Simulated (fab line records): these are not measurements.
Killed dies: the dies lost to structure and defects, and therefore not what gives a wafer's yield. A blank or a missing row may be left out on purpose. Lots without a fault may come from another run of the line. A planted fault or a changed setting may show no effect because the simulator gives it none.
fab line records | flow sky130
record lots=6 | wafers=18 | last-day=49
route steps=708 shown POLY_GATE@219
lots with no fault: from the same line, run without faults
start-h: hours from the record's first day to the start of the lot's first wafer shown | wait-h: hours elapsed since this lot's preceding step | " the same as in the row above | L1.1+2: several wafers, shown together as one row | - no value present, or no start provided | * or withheld: withheld | < > ~ a bound
route shown NAME@n: a module of which the file shows steps, and the number in the route of the first | usual: mean/standard deviation taken from wafers without a fault | same: alike in all rows | chamber/n: place in a boat | sites: readings site by site | _std_site: standard deviation of those values | _edge_site: inner sites' mean taken away from outer sites' mean | radius-mm: how far each site lies from the wafer's centre | mask NAME#n: copy n | behind: the tool/chamber that last shaped the wafer | hold: cause of the lot's hold/its duration in hours/its outcome | device: whichever transistor did not switch (one of n, p or np) | end of line: the tests these same wafers got at the end of their route | step lacking rows: just its recipe | killed: count of dies lost to structure and defects at first sort (not the wafer's yield) | map: the dies of a wafer, with x for killed, . for not killed, _ for no die there
set.NAME: setting as actually run; set.NAME@STEP: the setting as run at that earlier step | model.NAME: the simulator's own value behind a step, which no gauge read
lots seen at some steps along the route; tables by step, rows by wafer
services: when a tool's chamber went out of use (start-h, in hours from the record's first day, below 0 if earlier), for how many hours, and the reason
## steps
# step SKY_POLY_GATE_DEHYDRATE_05
# recipe temp-c=200 | time-s=60
# step SKY_POLY_GATE_HMDS_06
# recipe prime-time-s=60 | prime-temp-c=120
# step SKY_POLY_GATE_COAT_07
# recipe resist=BARC | temp-c=withheld | time-s=withheld | spin-rpm=3000 | resist-thk-nm=110
# step SKY_POLY_GATE_COAT_08
# recipe resist=KrF-thick | spin-rpm=3000 | resist-thk-nm=450
# step SKY_POLY_GATE_SOFTBAKE_09
# recipe temp-c=100 | time-s=90 | resist=KrF-thick
# step SKY_POLY_GATE_EXPOSE_10
# recipe mask-id=P1M | na=0.68 | source-shape=conventional | sigma-outer=0.6 | target-cd-nm=150 | dose-mj=28
# step SKY_POLY_GATE_PEB_11
# recipe peb-temp-c=withheld | peb-time-s=withheld | resist=KrF-thick
# step SKY_POLY_GATE_DEVELOP_12
# recipe develop-time-s=60 | resist=KrF-thick | dev-temp-c=21
# step SKY_POLY_GATE_CD_MEAS_13
# recipe target-cd-nm=150
# usual cd-nm=149.9/1.3
lot.wafer | tool      | chamber | start-h | wait-h | cd-nm
L313.2    | cd-sem-02 | -       | 430.63  | -      | 148.6
L313.4    | "         | -       | "       | "      | 148.1
L313.5    | "         | -       | "       | "      | 147.8
L314.1    | cd-sem-02 | -       | 436.78  | -      | 150.8
L314.4    | "         | -       | "       | "      | 151.8
L314.5    | "         | -       | "       | "      | 150.0
L319.1    | cd-sem-01 | -       | 488.18  | -      | 149.7
L319.3    | "         | -       | "       | "      | 149.2
L319.4    | "         | -       | "       | "      | 151.2
L318.2    | cd-sem-02 | -       | 489.38  | -      | 150.6
L318.4    | "         | -       | "       | "      | 149.5
L318.6    | "         | -       | "       | "      | 148.9
L321.1    | cd-sem-02 | -       | 503.21  | -      | 148.2
L321.3    | "         | -       | "       | "      | 148.3
L321.4    | "         | -       | "       | "      | 148.4
L322.1    | cd-sem-01 | -       | 511.98  | -      | 148.8
L322.4    | "         | -       | "       | "      | 149.1
L322.6    | "         | -       | "       | "      | 149.2
# step SKY_POLY_GATE_OVL_MEAS_14
# usual POLY_GATE_OVL=-1/4.4
lot.wafer | tool       | chamber | start-h | wait-h | POLY_GATE_OVL[nm]
L313.2    | overlay-01 | -       | 430.74  | 0.1    | -6
L313.4    | "          | -       | "       | "      | -7
L313.5    | "          | -       | "       | "      | -5
L314.1    | overlay-02 | -       | 436.90  | 0.1    | 1
L314.4    | "          | -       | "       | "      | 7
L314.5    | "          | -       | "       | "      | 1
L319.1    | overlay-02 | -       | 488.30  | 0.1    | -11
L319.3    | "          | -       | "       | "      | -13
L319.4    | "          | -       | "       | "      | -10
L318.2    | overlay-01 | -       | 489.49  | 0.1    | -3
L318.4    | "          | -       | "       | "      | 0
L318.6    | "          | -       | "       | "      | -5
L321.1    | overlay-02 | -       | 503.33  | 0.1    | 3
L321.3    | "          | -       | "       | "      | -1
L321.4    | "          | -       | "       | "      | -1
L322.1    | overlay-01 | -       | 512.10  | 0.1    | 1
L322.4    | "          | -       | "       | "      | -2
L322.6    | "          | -       | "       | "      | 0
# step SKY_POLY_GATE_ETCH_15
# recipe chemistry=N2/H2 | target=BARC | ion-energy-ev=200 | source-w=500 | bias-w=100 | pressure-mtorr=30 | n2-flow-sccm=100 | h2-flow-sccm=200 | stop-on=SiO2 | time-s=118.5 | target-depth-a=1100
# usual bias-w=99.97/0.29 | chamber-pressure-mTorr=29.999/0.026 | drypump-motor-current-A=5.7/0.47 | oes-product-au=0.716/0.0049 | rf-fwd-power-W=497.2/1.7 | throttle-valve-pct=13.212/0.0085
lot.wafer | tool        | chamber | start-h | wait-h | bias-w | chamber-pressure-mTorr | drypump-motor-current-A | oes-product-au | rf-fwd-power-W | rf-hours-counter-h | throttle-valve-pct
L313.2    | rie-diel-03 | 1       | 430.77  | 0.0    | 100.07 | 29.970                 | 5.6                     | 0.706          | 498.3          | 90                 | 13.216
L313.4    | "           | 2       | "       | "      | 100.00 | 30.024                 | 6.2                     | 0.717          | 498.4          | 8                  | 13.217
L313.5    | "           | 2       | "       | "      | 99.86  | 29.967                 | 6.3                     | 0.721          | 498.7          | -                  | 13.226
L314.1    | rie-diel-03 | 0       | 436.93  | 0.0    | 99.46  | 30.022                 | 5.1                     | 0.724          | 500.3          | 0                  | 13.210
L314.4    | "           | 3       | "       | "      | 100.27 | 30.000                 | 5.9                     | 0.724          | 498.3          | 19                 | 13.213
L314.5    | "           | 3       | "       | "      | 99.73  | 30.004                 | 5.9                     | 0.714          | 496.4          | -                  | 13.226
L319.1    | rie-diel-01 | 0       | 488.33  | 0.0    | 100.04 | 30.055                 | 6.4                     | 0.715          | 496.0          | 8                  | 13.213
L319.3    | "           | 1       | "       | "      | 99.81  | 29.997                 | 5.4                     | 0.718          | 497.6          | 6                  | 13.225
L319.4    | "           | 3       | "       | "      | 99.98  | 30.002                 | 5.0                     | 0.716          | 498.4          | -                  | 13.214
L318.2    | rie-diel-01 | 0       | 489.52  | 0.0    | 99.92  | 30.013                 | 6.4                     | 0.715          | 497.7          | 8                  | 13.206
L318.4    | "           | 3       | "       | "      | 100.32 | 29.971                 | 5.1                     | 0.715          | 495.1          | -                  | 13.204
L318.6    | "           | 0       | "       | "      | 99.76  | 30.041                 | 6.4                     | 0.719          | 500.2          | -                  | 13.220
L321.1    | rie-diel-03 | 0       | 503.36  | 0.0    | 99.91  | 30.021                 | 5.1                     | 0.707          | 495.9          | 1                  | 13.203
L321.3    | "           | 1       | "       | "      | 99.78  | 29.991                 | 5.6                     | 0.720          | 493.5          | 92                 | 13.213
L321.4    | "           | 3       | "       | "      | 100.12 | 30.008                 | 5.9                     | 0.715          | 497.4          | 20                 | 13.221
L322.1    | rie-diel-03 | 3       | 512.13  | 0.0    | 99.41  | 30.039                 | 5.9                     | 0.720          | 498.8          | 20                 | 13.212
L322.4    | "           | 3       | "       | "      | 100.08 | 29.989                 | 5.9                     | 0.712          | 496.6          | -                  | 13.202
L322.6    | "           | 2       | "       | "      | 100.71 | 30.031                 | 6.2                     | 0.717          | 497.6          | -                  | 13.203
# step SKY_POLY_GATE_ETCH_16
# recipe stop-on=poly-Si | chemistry=CH3F/O2 | target=Si3N4 | source-w=400 | bias-w=80 | pressure-mtorr=25 | ch3f-flow-sccm=40 | O2_flow_sccm=30 | time-s=147.5 | target-depth-a=750
# usual O2_flow_sccm=30.01/0.091 | bias-w=79.97/0.24 | ch3f-flow-sccm=40.00/0.12 | chamber-pressure-mTorr=25.000/0.021 | drypump-motor-current-A=5.7/0.47 | oes-product-au=0.642/0.0051 | rf-fwd-power-W=398.4/1.4 | throttle-valve-pct=10.535/0.009
lot.wafer | tool        | chamber | start-h | wait-h | O2_flow_sccm | bias-w | ch3f-flow-sccm | chamber-pressure-mTorr | drypump-motor-current-A | oes-product-au | rf-fwd-power-W | rf-hours-counter-h | throttle-valve-pct
L313.2    | rie-diel-03 | 1       | 430.85  | 0.0    | 30.04        | 79.74  | 40.11          | 24.976                 | 5.6                     | 0.644          | 397.1          | 90                 | 10.540
L313.4    | "           | 2       | "       | "      | 30.07        | 79.99  | 40.09          | 25.009                 | 6.2                     | 0.650          | 397.3          | 8                  | 10.531
L313.5    | "           | 2       | "       | "      | 30.09        | 80.44  | 39.94          | 24.998                 | 6.3                     | 0.636          | 398.3          | -                  | 10.539
L314.1    | rie-diel-03 | 0       | 437.02  | 0.0    | 30.07        | 80.33  | 40.09          | 25.001                 | 5.1                     | 0.647          | 397.2          | 1                  | 10.537
L314.4    | "           | 3       | "       | "      | 29.92        | 79.79  | 39.91          | 25.019                 | 5.9                     | 0.648          | 396.5          | 19                 | 10.529
L314.5    | "           | 3       | "       | "      | 30.04        | 79.90  | 40.04          | 24.996                 | 5.9                     | 0.648          | 396.4          | -                  | 10.556
L319.1    | rie-diel-01 | 0       | 488.42  | 0.0    | 29.93        | 80.22  | 39.98          | 24.973                 | 6.4                     | 0.641          | 399.6          | 8                  | 10.531
L319.3    | "           | 1       | "       | "      | 29.95        | 80.32  | 40.08          | 25.002                 | 5.3                     | 0.646          | 401.3          | 6                  | 10.521
L319.4    | "           | 3       | "       | "      | 30.04        | 79.96  | 40.13          | 24.999                 | 5.1                     | 0.648          | 397.2          | -                  | 10.539
L318.2    | rie-diel-01 | 0       | 489.60  | 0.0    | 29.93        | 79.69  | 39.98          | 24.964                 | 6.4                     | 0.634          | 396.1          | 8                  | 10.543
L318.4    | "           | 3       | "       | "      | 30.02        | 80.46  | 39.98          | 25.005                 | 5.1                     | 0.638          | 398.6          | -                  | 10.522
L318.6    | "           | 0       | "       | "      | 29.92        | 79.71  | 40.08          | 25.000                 | 6.4                     | 0.637          | 398.5          | -                  | 10.532
L321.1    | rie-diel-03 | 0       | 503.45  | 0.0    | 30.16        | 79.84  | 40.05          | 25.009                 | 5.1                     | 0.642          | 397.2          | 1                  | 10.536
L321.3    | "           | 1       | "       | "      | 30.06        | 80.33  | 39.90          | 25.004                 | 5.5                     | 0.637          | 398.0          | 92                 | 10.544
L321.4    | "           | 3       | "       | "      | 29.88        | 79.79  | 39.90          | 25.042                 | 5.8                     | 0.638          | 397.7          | 20                 | 10.522
L322.1    | rie-diel-03 | 3       | 512.22  | 0.0    | 30.08        | 80.37  | 40.07          | 25.031                 | 5.9                     | 0.641          | 395.9          | 20                 | 10.537
L322.4    | "           | 3       | "       | "      | 29.91        | 80.38  | 40.34          | 25.014                 | 5.9                     | 0.636          | 397.7          | -                  | 10.538
L322.6    | "           | 2       | "       | "      | 30.00        | 79.96  | 40.05          | 24.967                 | 6.2                     | 0.641          | 398.2          | -                  | 10.527
# step SKY_POLY_GATE_ETCH_17
# recipe target-depth-nm=180 | stop-on=SiO2 | over-etch-frac=0.56667 | chemistry=HBr/Cl2 | target=poly-Si | icp-w=400 | bias-w=100 | pressure-mtorr=10 | HBr_flow_sccm=150 | Cl2_flow_sccm=50 | time-s=70.5
# usual bias-w=100.03/0.29 | chamber-pressure-mTorr=10.001/0.0089 | drypump-motor-current-A=5.6/0.49 | oes-product-au=0.986/0.0072 | over-etch-frac=0.56667/0 | rf-fwd-power-W=396.3/1.7 | throttle-valve-pct=33.685/0.0092
lot.wafer | tool      | chamber | start-h | wait-h | bias-w | chamber-pressure-mTorr | drypump-motor-current-A | oes-product-au | over-etch-frac | rf-fwd-power-W | rf-hours-counter-h | throttle-valve-pct | model.etch.depth-nm | model.POLY_GATE.feature-depth-nm | model.KrF-thick_of_POLY_GATE_COAT_08.thk-nm
L313.2    | rie-si-01 | 3       | 430.95  | 0.0    | 100.11 | 9.988                  | 6.1                     | 0.985          | 0.56667        | 395.1          | 1                  | 33.691             | 177.9               | 177.9                            | 137.2
L313.4    | "         | 2       | "       | "      | 99.72  | 10.006                 | 5.7                     | 0.982          | 0.21016        | 396.5          | 54                 | 33.681             | 135.6               | 135.6                            | 159.9
L313.5    | "         | 2       | "       | "      | 99.80  | 10.002                 | 5.8                     | 0.982          | 0.21016        | 397.4          | -                  | 33.697             | 135.1               | 135.1                            | 163.3
L314.1    | rie-si-01 | 2       | 437.12  | 0.0    | 99.47  | 10.002                 | 5.8                     | 0.996          | 0.21016        | 396.1          | 54                 | 33.698             | 138.7               | 138.7                            | 163.2
L314.4    | "         | 0       | "       | "      | 99.33  | 10.017                 | 4.9                     | 0.987          | 0.56667        | 394.1          | 41                 | 33.689             | 178.3               | 178.3                            | 139.1
L314.5    | "         | 0       | "       | "      | 99.77  | 9.996                  | 4.9                     | 0.993          | 0.56667        | 395.3          | -                  | 33.682             | 178.8               | 178.8                            | 139.2
L319.1    | rie-si-01 | 1       | 488.52  | 0.0    | 100.03 | 10.000                 | 5.1                     | 0.996          | 0.56667        | 397.1          | 4                  | 33.677             | 180.5               | 180.5                            | 142.3
L319.3    | "         | 3       | "       | "      | 99.91  | 10.002                 | 6.1                     | 0.999          | 0.56667        | 394.5          | 1                  | 33.681             | 180.1               | 180.1                            | 141.1
L319.4    | "         | 2       | "       | "      | 99.81  | 10.004                 | 5.8                     | 0.988          | 0.56667        | 396.3          | -                  | 33.670             | 179.7               | 179.7                            | 138.9
L318.2    | rie-si-02 | 1       | 489.70  | 0.0    | 99.95  | 9.992                  | 6.1                     | 0.989          | 0.56667        | 398.4          | 0                  | 33.680             | 179.5               | 179.5                            | 143.4
L318.4    | "         | 0       | "       | "      | 100.07 | 10.007                 | 5.3                     | 0.990          | 0.56667        | 399.5          | -                  | 33.694             | 181.7               | 181.7                            | 139.5
L318.6    | "         | 2       | "       | "      | 100.28 | 9.998                  | 5.5                     | 0.980          | 0.56667        | 398.2          | -                  | 33.667             | 175.8               | 175.8                            | 146.3
L321.1    | rie-si-02 | 3       | 503.55  | 0.0    | 100.04 | 9.996                  | 6.4                     | 0.989          | 0.56667        | 395.4          | 0                  | 33.697             | 179.6               | 179.6                            | 141.9
L321.3    | "         | 1       | "       | "      | 100.05 | 10.011                 | 6.1                     | 0.990          | 0.56667        | 398.4          | 0                  | 33.685             | 178.3               | 178.3                            | 140.8
L321.4    | "         | 0       | "       | "      | 99.69  | 9.987                  | 5.3                     | 0.994          | 0.56667        | 395.7          | 5                  | 33.665             | 181.4               | 181.4                            | 143.6
L322.1    | rie-si-02 | 2       | 512.32  | 0.0    | 100.22 | 10.020                 | 5.5                     | 0.976          | 0.56667        | 394.6          | 4                  | 33.695             | 175.5               | 175.5                            | 139.4
L322.4    | "         | 3       | "       | "      | 100.27 | 9.998                  | 6.4                     | 0.988          | 0.56667        | 394.7          | -                  | 33.668             | 178.9               | 178.9                            | 138.2
L322.6    | "         | 0       | "       | "      | 100.34 | 9.993                  | 5.3                     | 1.002          | 0.56667        | 396.1          | -                  | 33.679             | 181                 | 181                              | 131.5
# step SKY_POLY_GATE_STRIP_18
# recipe chemistry=O2/N2 | power-w=1400 | pressure-mtorr=1500 | platen-temp-c=withheld | o2-flow-sccm=3000 | n2-flow-sccm=300 | overash-fraction=0.5
# usual chamber-pressure-mTorr=1500.0/1.3 | drypump-motor-current-A=6.0/0.4 | oes-product-au=0.361/0.0047 | strip-time-to-endpoint-s=3.16/0.035
lot.wafer | tool            | chamber | start-h | wait-h | chamber-pressure-mTorr | drypump-motor-current-A | oes-product-au | rf-hours-counter-h | strip-time-to-endpoint-s
L313.2    | plasma-asher-03 | 1       | 431.01  | 0.0    | 1500.1                 | 6.0                     | 0.371          | 0                  | 3.13
L313.4    | "               | 1       | "       | "      | 1502.4                 | 6.0                     | 0.372          | -                  | 3.38
L313.5    | "               | 0       | "       | "      | 1501.3                 | 6.4                     | 0.370          | -                  | 3.42
L314.1    | plasma-asher-01 | 0       | 437.17  | 0.0    | 1500.3                 | 6.4                     | 0.373          | 77                 | 3.43
L314.4    | "               | 1       | "       | "      | 1500.0                 | 5.9                     | 0.359          | -                  | 3.15
L314.5    | "               | 1       | "       | "      | 1500.9                 | 5.9                     | 0.361          | -                  | 3.16
L319.1    | plasma-asher-01 | 0       | 488.57  | 0.0    | 1500.9                 | 6.4                     | 0.363          | 81                 | 3.19
L319.3    | "               | 1       | "       | "      | 1498.8                 | 6.0                     | 0.362          | -                  | 3.18
L319.4    | "               | 0       | "       | "      | 1498.6                 | 6.4                     | 0.356          | -                  | 3.15
L318.2    | plasma-asher-04 | 1       | 489.76  | 0.0    | 1502.6                 | 5.9                     | 0.354          | 65                 | 3.21
L318.4    | "               | 1       | "       | "      | 1500.6                 | 5.8                     | 0.358          | -                  | 3.16
L318.6    | "               | 1       | "       | "      | 1498.4                 | 5.9                     | 0.373          | -                  | 3.25
L321.1    | plasma-asher-03 | 0       | 503.60  | 0.0    | 1500.6                 | 6.4                     | 0.360          | 7                  | 3.19
L321.3    | "               | 1       | "       | "      | 1501.9                 | 6.0                     | 0.352          | -                  | 3.16
L321.4    | "               | 0       | "       | "      | 1501.3                 | 6.4                     | 0.357          | -                  | 3.20
L322.1    | plasma-asher-01 | 1       | 512.37  | 0.0    | 1500.6                 | 5.9                     | 0.358          | 83                 | 3.15
L322.4    | "               | 0       | "       | "      | 1500.5                 | 6.4                     | 0.363          | -                  | 3.16
L322.6    | "               | 1       | "       | "      | 1501.0                 | 5.9                     | 0.356          | -                  | 3.08
# step SKY_POLY_GATE_CLEAN_19
# recipe chemistry=SC1/SC2 | mix=1:4:20 | temp-c=70 | time-s=150 | dry=n2-spin
## services
tool            | chamber | start-h | hours | kind
rie-diel-01     | 0       | 407.09  | 8.8   | repair
plasma-asher-03 | -       | 421.25  | 9.0   | pm
rie-si-02       | 1       | 440.01  | -     | clean
rie-si-02       | 1       | 440.01  | 16.1  | scheduled-down
rie-si-02       | 1       | 440.01  | 16.1  | vent-cycle
rie-diel-03     | -       | 443.09  | 14.6  | pm
rie-diel-03     | -       | 458.96  | 0.7   | repair
rie-si-02       | -       | 472.73  | 1.5   | repair
rie-diel-01     | 2       | 474.92  | -     | clean
rie-diel-01     | 2       | 474.92  | 25.1  | scheduled-down
rie-diel-01     | 2       | 474.92  | 25.1  | vent-cycle
plasma-asher-01 | -       | 481.92  | 4.3   | repair
plasma-asher-03 | -       | 483.82  | 0.5   | repair
rie-si-01       | 0       | 485.29  | 13.6  | repair
rie-diel-01     | 1       | 490.07  | 1.3   | repair
rie-si-01       | -       | 490.88  | 0.3   | repair
rie-diel-03     | -       | 495.18  | 0.7   | repair
rie-diel-01     | -       | 497.93  | 2.8   | pm
plasma-asher-01 | -       | 498.80  | 8.8   | repair
rie-diel-01     | 2       | 507.43  | 7.2   | repair
rie-diel-03     | 1       | 508.45  | -     | clean
rie-diel-03     | 1       | 508.45  | 15.1  | scheduled-down
rie-diel-03     | 1       | 508.45  | 15.1  | vent-cycle
rie-si-02       | 1       | 509.54  | 20.0  | repair
## key
first-sign step=SKY_POLY_GATE_ETCH_17 | reading=over-etch-frac | direction=down | sigmas=99+ | usual=0.56667 | struck=0.21016
effect step=SKY_POLY_GATE_STRIP_18 | reading=strip-time-to-endpoint-s | direction=up | sigmas=7 | usual=* | struck=*
model-effect step=SKY_POLY_GATE_ETCH_17 | value=etch.depth-nm | without=176.5 | struck=136.5
met-at SKY_POLY_GATE_ETCH_17
struck-wafers L313.4,L313.5,L314.1
later-rows-left-out L313.4,L313.5,L314.1
sort-left-out L313.4,L313.5,L314.1
tester-left-out L313,L314
fault kind=process-parameter-drift | tool=rie-si-01 | chamber=2 | onset-h=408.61 | steps=SKY_POLY_GATE_ETCH_17 | channel=over-etch-frac | offset=-0.35651 | shape=step | end-h=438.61 | stated=0.56667
# tester-left-out: of these lots the tester's yield and bins aren't shown, on N5 and GAA mostly nor the transistor test; their killed dies are dies lost to structure and defects alone, not to doping, threshold or leakage, so they don't give the yield
# sort-left-out: the simulated sort isn't trusted on such a fault, so these wafers' sort isn't shown, and their yield isn't known
# later-rows-left-out: the simulator's readings of these wafers behind a module that went badly wrong aren't trusted and aren't shown, but for the sort
